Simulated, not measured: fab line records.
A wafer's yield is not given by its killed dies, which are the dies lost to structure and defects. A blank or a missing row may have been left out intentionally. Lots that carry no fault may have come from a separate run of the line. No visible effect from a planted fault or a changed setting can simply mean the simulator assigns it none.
Chamber matching :: flow gf180mcu :: pecvd-04 running GF_SAB_CVD_00: 3 sister chambers
The step deposits SiO2 from TEOS, target thk 50 nm, time 4.9302 s. 6 wafers are shown with their chamber, then 7 later ones without.

## WAFERS PAIRED WITH THEIR CHAMBERS
wafer: L872.5
chamber: 0
heaterPowerW (W): 678

wafer: L876.2
chamber: 0
heaterPowerW (W): 691

wafer: L876.4
chamber: 2
heaterPowerW (W): 839

wafer: L876.6
chamber: 1
heaterPowerW (W): 762

wafer: L880.2
chamber: 1
heaterPowerW (W): 763

wafer: L880.3
chamber: 2
heaterPowerW (W): 834

## WAFERS WITHOUT THEIR CHAMBER
wafer: L880.5
heaterPowerW (W): 752

wafer: L889.2
heaterPowerW (W): 671

wafer: L889.3
heaterPowerW (W): 784

wafer: L889.4
heaterPowerW (W): 659

wafer: L890.2
heaterPowerW (W): 592

wafer: L890.3
heaterPowerW (W): 727

wafer: L890.5
heaterPowerW (W): 756

## CHAMBER TAKEN BY EACH
wafer: L880.5
from the rows above: 1
in truth: 1

wafer: L889.2
from the rows above: 0
in truth: 0

wafer: L889.3
from the rows above: 1
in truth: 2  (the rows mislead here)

wafer: L889.4
from the rows above: 0
in truth: 0

wafer: L890.2
from the rows above: 0
in truth: 0

wafer: L890.3
from the rows above: can't be placed: 1 or 0
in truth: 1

wafer: L890.5
from the rows above: 1
in truth: 1
Placed correctly: 5 of 7. Not placeable from these rows: 1 (in 1, the candidates include the true chamber). Wrongly placed: 1.
How it was worked out, from the rows above alone: a wafer's distance from a chamber is the root of the sum, over the readings, of the square of ((its reading less the chamber's mean) divided by the reading's scatter). If the next closest chamber is less than 2 further off than the closest, the wafer can't be placed; otherwise it belongs to the closest. Each chamber's mean is taken over the wafers shown for it. How the scatter is found: for the shown wafers, subtract from each reading the mean of its chamber, square and add these, divide the total by (wafers less chambers), then take the root.
